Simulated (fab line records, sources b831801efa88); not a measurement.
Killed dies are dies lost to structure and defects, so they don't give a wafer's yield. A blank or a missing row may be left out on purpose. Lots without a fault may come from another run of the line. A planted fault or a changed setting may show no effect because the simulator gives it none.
Chamber matching | flow sky130 | SKY_PASSIVATION_CVD_00 on pecvd-04: 3 sister chambers
The step deposits SiO2, target thk 90 nm. 6 wafers are shown with their chamber, then 12 later ones without.

WAFERS WITH THEIR CHAMBER
wafer  | chamber | heater_power_w (W)
L087.2 | 2       | 498
L087.4 | 2       | 496
L091.5 | 0       | 835
L092.1 | 1       | 525
L092.4 | 0       | 786
L092.5 | 1       | 545

WAFERS WITHOUT THEIR CHAMBER
wafer  | heater_power_w (W)
L093.1 | 513
L093.2 | 445
L093.3 | 790
L093.4 | 449
L093.5 | 525
L093.6 | 800
L097.1 | 743
L097.2 | 550
L097.3 | 469
L097.4 | 762
L097.5 | 534
L097.6 | 472

WHICH CHAMBER EACH WENT THROUGH
wafer  | from the rows above     | in truth
L093.1 | can't be placed: 2 or 1 | 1
L093.2 | can't be placed: 2 or 1 | 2
L093.3 | 0                       | 0
L093.4 | can't be placed: 2 or 1 | 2
L093.5 | can't be placed: 1 or 2 | 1
L093.6 | 0                       | 0
L097.1 | 0                       | 0
L097.2 | can't be placed: 1 or 2 | 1
L097.3 | can't be placed: 2 or 1 | 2
L097.4 | 0                       | 0
L097.5 | can't be placed: 1 or 2 | 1
L097.6 | can't be placed: 2 or 1 | 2
Placed correctly: 4 of 12. Can't be placed from these rows: 8 (the true chamber is among the candidates in 8). Placed wrongly: 0.
How it was worked out, from the rows above alone: a wafer's distance from a chamber is the root of the sum, over the readings, of the square of ((its reading less the chamber's mean) divided by the reading's scatter). The wafer belongs to the nearest chamber; if the next one is less than 2 further off, it can't be placed. A chamber's mean is the mean of its shown wafers. The scatter: the root of (the sum of the squares of (reading less its chamber's mean) over the shown wafers, divided by (wafers less chambers)).
